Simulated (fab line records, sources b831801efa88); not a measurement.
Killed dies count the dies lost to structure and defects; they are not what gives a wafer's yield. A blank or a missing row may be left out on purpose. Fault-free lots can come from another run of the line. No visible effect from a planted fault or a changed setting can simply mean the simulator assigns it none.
8D (eight disciplines) problem report, filled in by code || flow sfq line || the parts of the form that need people (team, actions taken, sign-off) are left out

1. THE ISSUE
Wafers without a fault read 199.8 nm, standard deviation 1.2; thk nm at SFQ_TRILAYER_I4_METRO_MEASURE_101 reads a mean of 220.6 nm on 4 wafers belonging to 3 lots. That puts it +17 standard deviations away from the usual mean.
Earliest sighting: wafer L812.1 on film metro-01 at day 52 08:28. Wafers with a number at this step in the record: 42, from 15 lots. Rule for "out" (also "out of limits"): further than 4 standard deviations from the usual mean. The other wafers with a number count as sound.

2. WHAT THIS IS AND IS NOT
{"question": "which readings at this step", "is": "thk nm", "is not": "-"}
{"question": "which lots", "is": "L812, L813, L814", "is not": "L805, L806, L808, L818, L820, L821, L822, L823, L824, L825, L826, L828"}
{"question": "which wafers of those lots", "is": "L812.1, L812.5, L813.5, L814.1", "is not": "L813.6, L814.6"}
{"question": "read on which tools", "is": "film metro-01, film metro-03", "is not": "film metro-04"}
{"question": "when", "is": "from day 52 08:28", "is not": "up to then (9 sound wafers); but 29 sound wafers of L813, L814, L818, L820, L821, L822, L823, L824, L825, L826, L828 came after"}

3. THE SUSPECTS, EACH WITH WHAT RULES IT OUT
Counting: a tool at a process step up to the reading stays a suspect if it ran every lot that is out. Sound lots after the first of them don't rule it out here, since some wafers of a struck lot are sound.
- cmp-01 at SFQ_TRILAYER_I4_CMP_CMP_100 (polishes SiO2): kept. It ran every lot that is out, first L812 (day 52 06:51); its last sound lot up to then is L808 (day 49 10:07).
The count leaves cmp-01 at SFQ_TRILAYER_I4_CMP_CMP_100.

4. THE CAUSE (what the simulator had put in)
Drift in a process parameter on cmp-01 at SFQ_TRILAYER_I4_CMP_CMP_100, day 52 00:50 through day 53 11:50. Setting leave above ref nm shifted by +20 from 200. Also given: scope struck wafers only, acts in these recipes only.
The count eliminated every tool but this one.

5. SEQUENCE OF EFFECTS, ordered by route
Each row: a reading where the mean over the struck wafers with a number is more than 3 standard deviations away from the usual. Scope: only readings with a usual standard deviation given in the record; hours: median across lots of the time from each lot's start at the first step in this table that gives one to its start at this step; sigmas: change in usual standard deviations.
{"hours": 0, "step": "SFQ_TRILAYER_I4_METRO_MEASURE_101", "reading": "thk nm", "usual": "199.8 nm", "on struck wafers": 220.6, "change": "+20.8", "sigmas": "+17"}
{"hours": 103, "step": "SFQ_TRILAYER_I4_VIA_ETCH_VIA_ETCH_106", "reading": "oes product au", "usual": "0.854 a.u.", "on struck wafers": 0.903, "change": "+0.049", "sigmas": "+9.4"}
The process steps in it:
- SFQ_TRILAYER_I4_METRO_MEASURE_101
- SFQ_TRILAYER_I4_VIA_ETCH_VIA_ETCH_106: etches SiO2 in CHF3, stops on Nb, target depth 260 nm.

6. WHAT WOULD HAVE CAUGHT IT SOONER
The fault began at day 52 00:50; the first out-of-limits reading in this record came at day 52 08:28, 8 hours later.
An alarm limit of 4 standard deviations would not have fired on the tool readings at SFQ_TRILAYER_I4_CMP_CMP_100 for which the record gives a usual standard deviation, since none of them was out on any struck wafer.
L813, L814, from the lots that are out (3), started SFQ_TRILAYER_I4_CMP_CMP_100 on cmp-01 later than day 52 08:28. A hold on the tool at that time would have spared those 2.
